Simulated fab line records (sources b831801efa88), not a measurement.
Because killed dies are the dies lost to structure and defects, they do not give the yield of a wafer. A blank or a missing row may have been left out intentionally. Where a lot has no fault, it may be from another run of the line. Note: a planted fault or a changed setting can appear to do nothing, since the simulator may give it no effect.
Which tool was responsible? ; flow gf180mcu ; 13 lots with 38 wafers sampled at 5 steps, on a route of 602 steps

WHAT EACH GAUGE READ, for each wafer
GF_M1_THK_MEAS_06: measures by xrf. Usual: M1_ALCU_THK typically reads 459 nm, with standard deviation 5.3.
lot;measured;on;M1_ALCU_THK (nm);flag
L153;day 16 03:22;film_metro-01;459 467 467;
L154;day 16 10:16;film_metro-01;458 463 467;
L155;day 16 22:34;film_metro-01;464 460 458;
L156;day 17 02:01;film_metro-04;448 455 456;
L157;day 17 16:10;film_metro-01;464 464 471;
L158;day 18 01:14;film_metro-04;457 456 453;
L166;day 21 00:23;film_metro-04;453 453 446;
L168;day 21 19:27;film_metro-02;466 459;
L169;day 22 02:35;film_metro-02;461 456 459;
L170;day 22 09:49;film_metro-01;460 460 457;
L171;day 22 13:03;film_metro-04;458 457 455;
L173;day 23 05:10;film_metro-04;464 462 455;
L176;day 24 20:11;film_metro-01;462 452 465;

GF_M2_THK_MEAS_06: measures by xrf. Usual: M2_ALCU_THK typically reads 457 nm, with standard deviation 6.8.
lot;measured;on;M2_ALCU_THK (nm);flag
L153;day 18 03:29;film_metro-01;461 452 452;
L154;day 18 10:43;film_metro-04;445 454 449;
L155;day 19 03:19;film_metro-04;452 456 452;
L156;day 19 04:33;film_metro-01;449 453 453;
L157;day 19 19:14;film_metro-04;450 448 449;
L158;day 20 04:03;film_metro-01;462 462 467;
L166;day 23 02:55;film_metro-04;453 434 451;
L168;day 23 21:01;film_metro-04;432 449;
L169;day 24 03:04;film_metro-04;454 459 446;
L170;day 24 17:38;film_metro-04;463 461 466;
L171;day 24 18:40;film_metro-01;458 463 465;
L173;day 25 02:07;film_metro-03;452 451 451;
L176;day 26 17:50;film_metro-03;460 462 462;

WHAT TOOL EACH LOT RAN ON (gives the tool, then ch and the chambers of the sampled wafers, and finally the start)
lot;GF_SALICIDE_SPUTTER_03;GF_V1_ETCH_16;GF_M2_SPUTTER_04
L153;pvd_sputter-01, day 15 03:30;rie_diel-03 ch 1,2, day 18 01:46;pvd_sputter-03, day 18 03:20
L154;pvd_sputter-03, day 15 09:36;rie_diel-01 ch 2,3, day 18 08:59;pvd_sputter-02, day 18 10:33
L155;pvd_sputter-03, day 15 21:26;rie_diel-03 ch 2,3, day 19 01:23;pvd_sputter-03, day 19 03:03
L156;pvd_sputter-02, day 16 01:20;rie_diel-02 ch 0,1,2, day 19 02:50;pvd_sputter-03, day 19 04:23
L157;pvd_sputter-01, day 16 14:09;rie_diel-02 ch 2,3, day 19 17:32;pvd_sputter-03, day 19 19:05
L158;pvd_sputter-03, day 16 20:50;rie_diel-03 ch 0,3, day 20 02:17;pvd_sputter-01, day 20 03:52
L166;pvd_sputter-02, day 19 21:27;rie_diel-03 ch 1,2,3, day 23 01:11;pvd_sputter-03, day 23 02:46
L168;pvd_sputter-01, day 20 16:30;rie_diel-01 ch 1,2, day 23 19:19;pvd_sputter-03, day 23 20:51
L169;pvd_sputter-02, day 20 23:42;rie_diel-03 ch 1,2,3, day 24 01:22;pvd_sputter-01, day 24 02:55
L170;pvd_sputter-03, day 21 07:19;rie_diel-02 ch 1,3, day 24 15:53;pvd_sputter-01, day 24 17:28
L171;pvd_sputter-03, day 21 11:38;rie_diel-01 ch 1,2,3, day 24 16:56;pvd_sputter-02, day 24 18:29
L173;pvd_sputter-03, day 22 03:20;rie_diel-03 ch 0,1,2, day 25 00:25;pvd_sputter-01, day 25 01:57
L176;pvd_sputter-02, day 23 09:41;rie_diel-01 ch 0,1, day 26 16:01;pvd_sputter-03, day 26 17:40
- GF_SALICIDE_SPUTTER_03: material TiN, target thk 20 nm, time 16.7 s.
- GF_V1_ETCH_16: etches BARC in N2/H2.
- GF_M2_SPUTTER_04: material TiN, target thk 50 nm, time 41.7 s.

AS READ BY THE TOOLS THEMSELVES (means over the sampled wafers that have a number; for cases with no such wafer, the mark the record gives instead)
GF_SALICIDE_SPUTTER_03. Usual: throttle_valve_pct at 29.7 %, with a standard deviation of 0.6.
lot;tool;throttle_valve_pct (%);flag
L153;pvd_sputter-01;29.8;
L154;pvd_sputter-03;29.9;
L155;pvd_sputter-03;29.5;
L156;pvd_sputter-02;30.3;
L157;pvd_sputter-01;29.9;
L158;pvd_sputter-03;29.8;
L166;pvd_sputter-02;29.4;
L168;pvd_sputter-01;30.0;
L169;pvd_sputter-02;30.0;
L170;pvd_sputter-03;29.5;
L171;pvd_sputter-03;29.9;
L173;pvd_sputter-03;30.1;
L176;pvd_sputter-02;29.3;

GF_V1_ETCH_16. Usual: drypump_motor_current_A 5.8 A, standard deviation 0.5; oes_product_au 0.854 a.u., standard deviation 0.005; throttle_valve_pct 13.224 %, standard deviation 0.009.
lot;tool;drypump_motor_current_A (A);oes_product_au (a.u.);throttle_valve_pct (%);flag
L153;rie_diel-03;5.3;0.852;13.225;
L154;rie_diel-01;5.9;0.857;13.229;
L155;rie_diel-03;5.6;0.845;13.219;
L156;rie_diel-02;5.8;0.854;13.229;
L157;rie_diel-02;6.0;0.856;13.227;
L158;rie_diel-03;5.8;0.852;13.219;
L166;rie_diel-03;5.4;0.856;13.230;
L168;rie_diel-01;6.5;0.855;13.231;
L169;rie_diel-03;5.4;0.850;13.221;
L170;rie_diel-02;5.7;0.858;13.225;
L171;rie_diel-01;6.3;0.854;13.215;
L173;rie_diel-03;5.6;0.857;13.229;
L176;rie_diel-01;6.1;0.849;13.221;

GF_M2_SPUTTER_04. Usual: throttle_valve_pct at 29.8 %, with a standard deviation of 0.52.
lot;tool;throttle_valve_pct (%);flag
L153;pvd_sputter-03;29.8;
L154;pvd_sputter-02;29.7;
L155;pvd_sputter-03;29.5;
L156;pvd_sputter-03;30.0;
L157;pvd_sputter-03;29.6;
L158;pvd_sputter-01;29.8;
L166;pvd_sputter-03;29.9;
L168;pvd_sputter-03;29.8;
L169;pvd_sputter-01;29.7;
L170;pvd_sputter-01;29.8;
L171;pvd_sputter-02;29.9;
L173;pvd_sputter-01;29.6;
L176;pvd_sputter-03;29.6;

THE ANSWER, worked out from the rows above alone
Rule: a lot counts as off when the mean over its wafers that have a number is more than 3 standard deviations away from the usual mean. Also off: a lot with no number at a reading for which 4 or more lots have one. Any other lot the step has rows for is counted as sound. The gauges are gone through in route order, then the tools' own readings, and for those a lot's mean is taken as printed above. The first step at which some lot is off is used, and at that step the reading that is off furthest; a lot without a number counts as furthest.
Across all readings shown, no lot is off: no conclusion can be drawn from this.

WHAT THE SIMULATOR HAD PUT IN
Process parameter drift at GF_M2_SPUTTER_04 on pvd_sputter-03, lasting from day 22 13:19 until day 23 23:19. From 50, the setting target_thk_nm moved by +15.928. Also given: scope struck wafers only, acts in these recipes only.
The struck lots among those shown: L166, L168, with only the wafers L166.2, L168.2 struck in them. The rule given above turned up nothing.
